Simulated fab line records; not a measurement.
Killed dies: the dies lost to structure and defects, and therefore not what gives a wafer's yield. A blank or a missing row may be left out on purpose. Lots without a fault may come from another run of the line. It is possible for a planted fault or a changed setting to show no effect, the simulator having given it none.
fab line records	flow gf180mcu
[record] lots = 24	wafers = 72	last-day = 34
route steps=602 shown V2@399 V3@432 V4@491 V5@542
lots that met no fault: from a run of the same line without faults
start-h: the number of hours between the record's first day and the start of the first shown wafer of the lot	wait-h: hours since the lot's step before	" unchanged from the row above	L1.1+2: a row that stands for several wafers	- no value, or no start given	* or withheld: withheld	< > ~ a bound
route shown NAME@n: NAME is a module with steps in the file, n the number in the route of the first one	usual: mean/standard deviation taken from wafers without a fault	same: alike in all rows	chamber/n: place in a boat	sites: each site's reading	_std_site: the standard deviation of these	_edge_site: mean of outer sites minus mean of inner sites	radius-mm: for every site, how far away it sits from the centre of the wafer	mask NAME#n: copy n	behind: the most recent tool/chamber to have shaped the wafer	hold: why the lot went on hold/how many hours it stayed there/how the hold came to an end	device: transistor that didn't switch, given as n, p or np	end of line: at the end of the route, the tests of the same wafers	for a step that has no rows: nothing shown but its recipe	killed: not the wafer's yield, but the dies lost to structure and defects at the first sort	map: shows each die of a wafer: x if killed, . if not, _ if none is there
set.NAME: the setting the step ran with; set.NAME@STEP: the setting that earlier step ran with	model.NAME: the simulator's own value behind a step, which no gauge read
the route's steps for a sample of lots (tables are steps, rows are wafers)
services: from which hour (start-h, from the record's first day; less than 0 if before it) a tool's chamber was out of use, for how many hours, and why
[[steps]]
[step GF_V2_ETCH_17]
[recipe] chemistry = C4F8/O2/Ar	mask-material = KrF	target = SiO2	stop-on = TiN	source-w = 1500	bias-w = 1200	pressure-mtorr = 40	c4f8-flow-sccm = withheld	O2_flow_sccm = 6	Ar_flow_sccm = 300	time-s = withheld	target-depth-a = 6300
[usual] bias-w = 1200/4	oes-product-au = 0.856/0.005
lot.wafer	tool	chamber	start-h	wait-h	bias-w	oes-product-au
L074.1	rie-diel-04	1	-	-	1201	0.855
L074.3	"	2	"	"	1203	0.856
L074.4	"	3	"	"	1193	0.863
L075.1	rie-diel-02	2	-	-	1194	0.854
L075.5	"	0	"	"	1200	0.856
L075.6	"	3	"	"	1203	0.865
L076.1	rie-diel-02	0	-	-	1197	0.850
L076.4	"	2	"	"	1199	0.861
L076.6	"	0	"	"	1197	0.861
L077.1	rie-diel-04	3	-	-	1196	0.862
L077.5	"	3	"	"	1197	0.846
L077.6	"	0	"	"	1198	0.857
L078.1	rie-diel-02	0	-	-	1205	0.863
L078.4	"	1	"	"	1193	0.863
L078.5	"	1	"	"	1187	0.859
L080.1	rie-diel-02	2	-	-	1199	0.864
L080.4	"	0	"	"	1196	0.865
L080.5	"	3	"	"	1196	0.860
L079.2	rie-diel-01	1	-	-	1196	0.857
L079.4	"	2	"	"	1199	0.864
L079.5	"	2	"	"	1201	0.852
L082.4	rie-diel-04	2	-	-	1200	0.854
L082.5	"	2	"	"	1204	0.850
L082.6	"	1	"	"	1202	0.857
L081.1	rie-diel-01	3	-	-	1204	0.858
L081.2	"	1	"	"	1203	0.863
L081.6	"	0	"	"	1200	0.856
L083.1	rie-diel-02	1	-	-	1197	0.855
L083.5	"	3	"	"	1201	0.847
L083.6	"	2	"	"	1196	0.855
L084.2	rie-diel-02	1	-	-	1196	0.852
L084.4	"	2	"	"	1200	0.855
L084.6	"	0	"	"	1198	0.859
L085.2	rie-diel-01	2	-	-	1201	0.867
L085.4	"	0	"	"	1196	0.857
L085.6	"	3	"	"	1204	0.857
L086.3	rie-diel-02	1	-	-	1198	0.859
L086.5	"	3	"	"	1206	0.867
L086.6	"	1	"	"	1198	0.859
L087.1	rie-diel-01	1	-	-	1204	0.857
L087.3	"	2	"	"	1198	0.867
L087.6	"	1	"	"	1204	0.858
L088.1	rie-diel-01	3	-	-	1211	0.850
L088.2	"	2	"	"	1196	0.867
L088.6	"	3	"	"	1203	0.865
L089.1	rie-diel-01	1	-	-	1205	0.853
L089.4	"	3	"	"	1196	0.855
L089.6	"	3	"	"	1200	0.851
L090.1	rie-diel-01	0	-	-	1195	0.851
L090.4	"	2	"	"	1198	0.861
L090.6	"	1	"	"	1201	0.856
L091.1	rie-diel-01	1	-	-	1201	0.857
L091.2	"	2	"	"	1200	0.848
L091.3	"	3	"	"	1196	0.852
L092.1	rie-diel-02	1	-	-	1198	0.861
L092.5	"	1	"	"	1205	0.856
L092.6	"	2	"	"	1201	0.864
L093.2	rie-diel-02	2	-	-	1195	0.858
L093.4	"	0	"	"	1199	0.853
L093.5	"	0	"	"	1197	0.861
L094.1	rie-diel-01	0	-	-	1205	0.857
L094.2	"	3	"	"	1210	0.847
L094.6	"	1	"	"	1201	0.858
L095.1	rie-diel-04	0	-	-	1199	0.856
L095.4	"	2	"	"	1203	0.861
L095.5	"	3	"	"	1200	0.851
L096.1	rie-diel-02	2	-	-	1206	0.848
L096.4	"	3	"	"	1201	0.859
L096.5	"	0	"	"	1201	0.860
L097.1	rie-diel-02	0	-	-	1200	0.855
L097.2	"	1	"	"	1198	0.856
L097.5	"	3	"	"	1202	0.855
[step GF_V3_THK_MEAS_03]
[recipe] reads = SiO2_of_V3_CVD_02
[usual] V3_CVD_02_THK = 853/11
lot.wafer	tool	chamber	start-h	wait-h	V3_CVD_02_THK[nm]
L074.1	film-metro-02	-	490.02	0.0	837
L074.3	"	-	"	"	854
L074.4	"	-	"	"	855
L075.1	film-metro-02	-	492.29	0.0	843
L075.5	"	-	"	"	854
L075.6	"	-	"	"	851
L076.1	film-metro-03	-	501.71	0.0	845
L076.4	"	-	"	"	847
L076.6	"	-	"	"	857
L077.1	film-metro-04	-	520.82	0.0	833
L077.5	"	-	"	"	843
L077.6	"	-	"	"	839
L078.1	film-metro-04	-	530.33	0.0	844
L078.4	"	-	"	"	858
L078.5	"	-	"	"	862
L080.1	film-metro-02	-	548.88	0.0	856
L080.4	"	-	"	"	866
L080.5	"	-	"	"	869
L079.2	film-metro-04	-	551.03	0.0	848
L079.4	"	-	"	"	869
L079.5	"	-	"	"	865
L082.4	film-metro-02	-	561.44	0.0	858
L082.5	"	-	"	"	871
L082.6	"	-	"	"	861
L081.1	film-metro-03	-	562.94	0.0	863
L081.2	"	-	"	"	850
L081.6	"	-	"	"	862
L083.1	film-metro-02	-	570.90	0.0	852
L083.5	"	-	"	"	859
L083.6	"	-	"	"	859
L084.2	film-metro-04	-	580.90	0.0	843
L084.4	"	-	"	"	858
L084.6	"	-	"	"	854
L085.2	film-metro-04	-	589.34	0.0	843
L085.4	"	-	"	"	874
L085.6	"	-	"	"	856
L086.3	film-metro-03	-	590.87	0.1	867
L086.5	"	-	"	"	877
L086.6	"	-	"	"	874
L087.1	film-metro-03	-	603.83	0.0	832
L087.3	"	-	"	"	842
L087.6	"	-	"	"	838
L088.1	film-metro-04	-	604.84	0.0	839
L088.2	"	-	"	"	857
L088.6	"	-	"	"	869
L089.1	film-metro-04	-	613.52	0.0	855
L089.4	"	-	"	"	861
L089.6	"	-	"	"	862
L090.1	film-metro-02	-	619.91	0.0	866
L090.4	"	-	"	"	858
L090.6	"	-	"	"	866
L091.1	film-metro-04	-	622.11	0.0	832
L091.2	"	-	"	"	841
L091.3	"	-	"	"	852
L092.1	film-metro-03	-	630.63	0.1	842
L092.5	"	-	"	"	865
L092.6	"	-	"	"	864
L093.2	film-metro-02	-	641.25	0.0	838
L093.4	"	-	"	"	863
L093.5	"	-	"	"	856
L094.1	film-metro-02	-	645.54	0.0	843
L094.2	"	-	"	"	842
L094.6	"	-	"	"	859
L095.1	film-metro-02	-	652.33	0.0	844
L095.4	"	-	"	"	862
L095.5	"	-	"	"	863
L096.1	film-metro-04	-	660.49	0.0	826
L096.4	"	-	"	"	847
L096.5	"	-	"	"	843
L097.1	film-metro-03	-	668.71	0.0	850
L097.2	"	-	"	"	870
L097.5	"	-	"	"	867
[step GF_V3_SPUTTER_21]
[recipe] material = Ti	target-thk-nm = 15	chamber-pressure-pa = 5	power-w = 2500	substrate-temp-c = 200	time-s = 80.02
[usual] cathode-dc-power-W = 2499.9/0.45	chamber-pressure-pa = 5.000/0.0097	substrate-temp-c = 200.02/0.16	throttle-valve-pct = 30.4/0.93
lot.wafer	tool	chamber	start-h	wait-h	cathode-dc-power-W	chamber-pressure-pa	substrate-temp-c	throttle-valve-pct
L074.1	pvd-sputter-04	-	514.83	0.0	2499.3	5.017	200.19	29.5
L074.3	"	-	"	"	2499.8	4.998	199.74	32.2
L074.4	"	-	"	"	2500.1	5.015	199.82	28.7
L075.1	pvd-sputter-03	-	516.85	0.0	2500.2	5.016	200.23	30.3
L075.5	"	-	"	"	2499.2	4.996	199.95	30.8
L075.6	"	-	"	"	2499.9	5.012	199.90	30.7
L076.1	pvd-sputter-02	-	525.53	0.0	2500.3	4.977	199.79	30.4
L076.4	"	-	"	"	2499.7	4.983	200.09	30.0
L076.6	"	-	"	"	2500.7	4.997	199.93	31.6
L077.1	pvd-sputter-03	-	545.16	0.0	2500.2	5.013	200.04	30.6
L077.5	"	-	"	"	2499.5	4.994	199.76	28.5
L077.6	"	-	"	"	2500.2	5.000	200.23	29.7
L078.1	pvd-sputter-02	-	554.39	0.0	2500.6	5.010	200.22	31.6
L078.4	"	-	"	"	2500.2	4.997	199.97	30.3
L078.5	"	-	"	"	2499.5	5.011	200.10	31.5
L080.1	pvd-sputter-02	-	572.13	0.0	2500.2	4.993	199.81	31.7
L080.4	"	-	"	"	2499.9	5.003	200.19	29.7
L080.5	"	-	"	"	2500.3	4.995	200.06	31.6
L079.2	pvd-sputter-03	-	574.49	0.0	2500.2	4.998	200.00	30.5
L079.4	"	-	"	"	2500.4	4.997	199.99	28.6
L079.5	"	-	"	"	2500.5	4.992	199.76	28.7
L082.4	pvd-sputter-02	-	584.27	0.0	2499.6	5.008	200.11	29.9
L082.5	"	-	"	"	2499.9	4.993	199.90	31.6
L082.6	"	-	"	"	2498.8	5.010	200.10	30.1
L081.1	pvd-sputter-02	-	585.87	0.0	2499.4	5.008	200.14	30.6
L081.2	"	-	"	"	2499.7	5.016	200.49	31.1
L081.6	"	-	"	"	2499.2	4.985	200.08	29.8
L083.1	pvd-sputter-02	-	593.16	0.0	2499.5	5.000	200.01	32.0
L083.5	"	-	"	"	2499.7	4.994	199.83	32.0
L083.6	"	-	"	"	2500.5	4.994	199.82	30.3
L084.2	pvd-sputter-03	-	603.11	0.0	2500.4	4.995	200.61	30.8
L084.4	"	-	"	"	2500.1	5.006	200.24	30.7
L084.6	"	-	"	"	2500.2	4.984	199.93	30.6
L085.2	pvd-sputter-03	-	610.46	0.0	2499.6	4.991	200.05	30.2
L085.4	"	-	"	"	2499.4	4.995	200.16	28.6
L085.6	"	-	"	"	2500.2	4.996	200.01	30.4
L086.3	pvd-sputter-03	-	611.43	0.0	2499.4	4.999	199.90	29.0
L086.5	"	-	"	"	2499.6	4.997	200.01	28.8
L086.6	"	-	"	"	2499.9	5.009	199.97	29.4
L087.1	pvd-sputter-02	-	622.81	0.0	2499.8	5.008	199.74	30.6
L087.3	"	-	"	"	2500.5	4.998	199.97	31.9
L087.6	"	-	"	"	2499.5	5.023	199.67	30.3
L088.1	pvd-sputter-03	-	623.86	0.0	2499.2	5.019	199.93	30.6
L088.2	"	-	"	"	2499.2	5.005	199.98	29.6
L088.6	"	-	"	"	2499.8	5.005	199.95	30.7
L089.1	pvd-sputter-02	-	634.41	0.0	2500.0	5.005	200.29	30.9
L089.4	"	-	"	"	2499.7	5.004	199.97	31.7
L089.6	"	-	"	"	2499.8	4.985	199.91	30.4
L090.1	pvd-sputter-02	-	641.41	0.0	2500.1	5.000	199.98	31.8
L090.4	"	-	"	"	2499.8	4.996	199.88	29.8
L090.6	"	-	"	"	2499.9	4.996	199.95	29.9
L091.1	pvd-sputter-02	-	643.23	0.0	2500.6	5.017	200.09	30.5
L091.2	"	-	"	"	2499.9	4.983	200.19	30.0
L091.3	"	-	"	"	2499.8	5.008	200.02	31.2
L092.1	pvd-sputter-02	-	651.76	0.0	2500.3	4.986	199.98	30.1
L092.5	"	-	"	"	2500.7	4.993	199.74	30.9
L092.6	"	-	"	"	2499.0	5.000	200.00	29.8
L093.2	pvd-sputter-03	-	662.53	0.0	2500.2	5.005	200.00	29.5
L093.4	"	-	"	"	2499.8	5.019	200.10	30.8
L093.5	"	-	"	"	2499.5	5.017	200.00	30.8
L094.1	pvd-sputter-03	-	666.56	0.0	2499.8	4.982	200.09	28.6
L094.2	"	-	"	"	2500.3	4.995	200.03	30.5
L094.6	"	-	"	"	2500.1	4.994	199.98	30.5
L095.1	pvd-sputter-02	-	672.69	0.0	2499.1	5.005	199.82	31.9
L095.4	"	-	"	"	2500.1	5.014	200.07	30.2
L095.5	"	-	"	"	2499.4	4.995	200.07	30.4
L096.1	pvd-sputter-02	-	680.56	0.0	2500.2	5.015	200.13	31.5
L096.4	"	-	"	"	2499.5	5.019	199.92	30.3
L096.5	"	-	"	"	2499.4	5.002	200.17	29.7
L097.1	pvd-sputter-04	-	689.03	0.0	2499.3	4.997	200.06	32.3
L097.2	"	-	"	"	2500.4	5.003	200.12	29.6
L097.5	"	-	"	"	2500.5	5.004	200.05	29.5
[step GF_V3_THK_MEAS_25]
[recipe] thk-meas-gauge = xrf	reads = W_of_V3_CVD_23
[usual] V3_W_THK = 366/7
lot.wafer	tool	chamber	start-h	wait-h	V3_W_THK[nm]
L074.1	film-metro-02	-	515.16	0.1	371
L074.3	"	-	"	"	372
L074.4	"	-	"	"	368
L075.1	film-metro-03	-	517.18	0.1	370
L075.5	"	-	"	"	357
L075.6	"	-	"	"	372
L076.1	film-metro-02	-	525.86	0.1	364
L076.4	"	-	"	"	366
L076.6	"	-	"	"	365
L077.1	film-metro-03	-	545.49	0.1	380
L077.5	"	-	"	"	369
L077.6	"	-	"	"	381
L078.1	film-metro-04	-	554.83	0.1	350
L078.4	"	-	"	"	360
L078.5	"	-	"	"	359
L080.1	film-metro-03	-	572.46	0.1	370
L080.4	"	-	"	"	361
L080.5	"	-	"	"	364
L079.2	film-metro-02	-	574.84	0.1	371
L079.4	"	-	"	"	365
L079.5	"	-	"	"	362
L082.4	film-metro-03	-	584.63	0.1	367
L082.5	"	-	"	"	363
L082.6	"	-	"	"	366
L081.1	film-metro-02	-	586.20	0.1	373
L081.2	"	-	"	"	375
L081.6	"	-	"	"	378
L083.1	film-metro-04	-	593.49	0.1	363
L083.5	"	-	"	"	367
L083.6	"	-	"	"	369
L084.2	film-metro-04	-	603.45	0.1	355
L084.4	"	-	"	"	354
L084.6	"	-	"	"	356
L085.2	film-metro-04	-	610.80	0.1	361
L085.4	"	-	"	"	361
L085.6	"	-	"	"	359
L086.3	film-metro-03	-	611.78	0.1	366
L086.5	"	-	"	"	374
L086.6	"	-	"	"	368
L087.1	film-metro-03	-	623.14	0.1	370
L087.3	"	-	"	"	382
L087.6	"	-	"	"	377
L088.1	film-metro-03	-	624.19	0.1	375
L088.2	"	-	"	"	365
L088.6	"	-	"	"	376
L089.1	film-metro-03	-	634.74	0.1	362
L089.4	"	-	"	"	380
L089.6	"	-	"	"	371
L090.1	film-metro-03	-	641.74	0.1	374
L090.4	"	-	"	"	365
L090.6	"	-	"	"	368
L091.1	film-metro-02	-	643.56	0.1	358
L091.2	"	-	"	"	362
L091.3	"	-	"	"	353
L092.1	film-metro-02	-	652.09	0.1	349
L092.5	"	-	"	"	359
L092.6	"	-	"	"	359
L093.2	film-metro-03	-	662.87	0.1	365
L093.4	"	-	"	"	363
L093.5	"	-	"	"	360
L094.1	film-metro-03	-	666.89	0.1	370
L094.2	"	-	"	"	374
L094.6	"	-	"	"	368
L095.1	film-metro-02	-	673.02	0.1	364
L095.4	"	-	"	"	370
L095.5	"	-	"	"	367
L096.1	film-metro-02	-	680.89	0.1	375
L096.4	"	-	"	"	369
L096.5	"	-	"	"	371
L097.1	film-metro-04	-	689.36	0.1	362
L097.2	"	-	"	"	365
L097.5	"	-	"	"	368
[step GF_V4_OVL_MEAS_15]
[usual] V4_OVL = 3/5.6
lot.wafer	tool	chamber	start-h	wait-h	V4_OVL[nm]
L074.1	overlay-02	-	562.53	0.1	10
L074.3	"	-	"	"	2
L074.4	"	-	"	"	-3
L075.1	overlay-02	-	564.44	0.1	4
L075.5	"	-	"	"	8
L075.6	"	-	"	"	14
L076.1	overlay-02	-	572.54	0.1	8
L076.4	"	-	"	"	-2
L076.6	"	-	"	"	-3
L077.1	overlay-01	-	591.08	0.1	6
L077.5	"	-	"	"	1
L077.6	"	-	"	"	12
L078.1	overlay-01	-	600.04	0.1	-5
L078.4	"	-	"	"	-1
L078.5	"	-	"	"	-1
L080.1	overlay-02	-	614.68	0.1	7
L080.4	"	-	"	"	-5
L080.5	"	-	"	"	6
L079.2	overlay-01	-	617.05	0.1	0
L079.4	"	-	"	"	7
L079.5	"	-	"	"	6
L082.4	overlay-01	-	625.76	0.1	6
L082.5	"	-	"	"	2
L082.6	"	-	"	"	8
L081.1	overlay-01	-	627.09	0.1	-1
L081.2	"	-	"	"	8
L081.6	"	-	"	"	5
L083.1	overlay-01	-	634.33	0.1	2
L083.5	"	-	"	"	6
L083.6	"	-	"	"	-4
L084.2	overlay-02	-	643.64	0.1	6
L084.4	"	-	"	"	3
L084.6	"	-	"	"	-4
L085.2	overlay-01	-	651.99	0.1	17
L085.4	"	-	"	"	8
L085.6	"	-	"	"	15
L086.3	overlay-02	-	652.80	0.1	9
L086.5	"	-	"	"	5
L086.6	"	-	"	"	-2
L087.1	overlay-01	-	664.69	0.1	10
L087.3	"	-	"	"	12
L087.6	"	-	"	"	0
L088.1	overlay-02	-	666.24	0.1	15
L088.2	"	-	"	"	-1
L088.6	"	-	"	"	3
L089.1	overlay-02	-	676.08	0.1	9
L089.4	"	-	"	"	3
L089.6	"	-	"	"	-3
L090.1	overlay-02	-	682.54	0.1	3
L090.4	"	-	"	"	2
L090.6	"	-	"	"	4
L091.1	overlay-02	-	684.34	0.1	4
L091.2	"	-	"	"	-1
L091.3	"	-	"	"	7
L092.1	overlay-01	-	691.79	0.1	11
L092.5	"	-	"	"	12
L092.6	"	-	"	"	4
L093.2	overlay-02	-	702.99	0.1	-4
L093.4	"	-	"	"	-6
L093.5	"	-	"	"	-1
L094.1	overlay-01	-	706.09	0.1	3
L094.2	"	-	"	"	2
L094.6	"	-	"	"	-7
L095.1	overlay-01	-	711.78	0.1	0
L095.4	"	-	"	"	5
L095.5	"	-	"	"	-2
L096.1	overlay-01	-	719.39	0.1	-10
L096.4	"	-	"	"	0
L096.5	"	-	"	"	-6
L097.1	overlay-02	-	727.69	0.1	8
L097.2	"	-	"	"	2
L097.5	"	-	"	"	10
[step GF_V5_CVD_02]
[recipe] material = SiO2	target-thk-nm = 1450	precursor = TEOS	temp-c = 400	time-s = 163.28	rf-w = 600
[usual] heater-power-w = 674/150
lot.wafer	tool	chamber	start-h	wait-h	heater-power-w
L074.1	pecvd-02	0	608.39	0.1	520
L074.3	"	2	"	"	603
L074.4	"	0	"	"	617
L075.1	pecvd-01	1	609.65	0.1	560
L075.5	"	1	"	"	448
L075.6	"	2	"	"	637
L076.1	pecvd-02	2	615.86	0.1	605
L076.4	"	1	"	"	813
L076.6	"	0	"	"	515
L077.1	pecvd-01	0	639.30	0.1	877
L077.5	"	2	"	"	630
L077.6	"	0	"	"	991
L078.1	pecvd-02	0	641.87	0.1	629
L078.4	"	1	"	"	771
L078.5	"	0	"	"	517
L080.1	pecvd-02	0	657.70	0.1	520
L080.4	"	1	"	"	938
L080.5	"	0	"	"	606
L079.2	pecvd-03	0	660.81	0.0	663
L079.4	"	2	"	"	786
L079.5	"	0	"	"	517
L082.4	pecvd-01	2	668.17	0.1	779
L082.5	"	1	"	"	572
L082.6	"	0	"	"	782
L081.1	pecvd-03	2	669.49	0.1	775
L081.2	"	1	"	"	640
L081.6	"	1	"	"	543
L083.1	pecvd-03	2	675.45	0.1	735
L083.5	"	2	"	"	836
L083.6	"	0	"	"	665
L084.2	pecvd-02	2	685.27	0.0	511
L084.4	"	0	"	"	525
L084.6	"	2	"	"	565
L085.2	pecvd-01	1	692.25	0.0	590
L085.4	"	1	"	"	457
L085.6	"	2	"	"	616
L086.3	pecvd-02	2	693.52	0.0	550
L086.5	"	2	"	"	602
L086.6	"	1	"	"	949
L087.1	pecvd-02	1	705.88	0.1	980
L087.3	"	2	"	"	582
L087.6	"	2	"	"	497
L088.1	pecvd-03	2	706.97	0.1	857
L088.2	"	1	"	"	623
L088.6	"	2	"	"	678
L089.1	pecvd-03	0	716.49	0.1	645
L089.4	"	1	"	"	646
L089.6	"	0	"	"	516
L090.1	pecvd-03	0	722.08	0.1	646
L090.4	"	1	"	"	538
L090.6	"	2	"	"	669
L091.1	pecvd-02	0	724.55	0.1	529
L091.2	"	2	"	"	582
L091.3	"	1	"	"	911
L092.1	pecvd-01	0	730.40	0.1	932
L092.5	"	0	"	"	775
L092.6	"	2	"	"	651
L093.2	pecvd-01	0	742.50	0.0	951
L093.4	"	1	"	"	451
L093.5	"	0	"	"	789
L094.1	pecvd-02	1	745.02	0.1	956
L094.2	"	2	"	"	519
L094.6	"	0	"	"	497
L095.1	pecvd-03	2	748.60	0.1	831
L095.4	"	2	"	"	673
L095.5	"	1	"	"	548
L096.1	pecvd-01	1	757.20	0.1	539
L096.4	"	2	"	"	652
L096.5	"	0	"	"	790
L097.1	pecvd-02	2	764.23	0.1	588
L097.2	"	0	"	"	514
L097.5	"	2	"	"	466
[[services]]
tool	chamber	start-h	hours	kind
pecvd-02	-	455.68	1.1	repair
rie-diel-02	-	463.78	0.3	repair
pvd-sputter-02	-	466.08	6.5	repair
pecvd-01	-	490.31	0.7	repair
rie-diel-02	2	495.78	5.8	repair
pecvd-02	-	506.49	0.6	repair
pvd-sputter-03	-	522.53	13.6	repair
rie-diel-02	1	524.39	3.5	repair
rie-diel-02	1	535.59	5.7	repair
pecvd-01	1	536.08	10.8	repair
rie-diel-01	-	568.75	0.9	repair
rie-diel-01	1	581.69	7.1	repair
pecvd-02	-	591.12	14.0	pm
pecvd-02	-	591.77	0.7	repair
rie-diel-02	-	616.53	0.4	repair
rie-diel-01	-	616.99	0.3	repair
rie-diel-02	1	664.06	8.4	repair
pecvd-02	-	692.33	0.7	repair
rie-diel-02	3	701.66	8.1	repair
rie-diel-02	0	711.61	2.2	repair
pvd-sputter-02	-	717.92	4.7	repair
pecvd-01	-	731.97	0.8	pm
pvd-sputter-02	-	734.97	8.1	repair
pecvd-01	-	744.66	2.8	pm
[[key]]
fault none
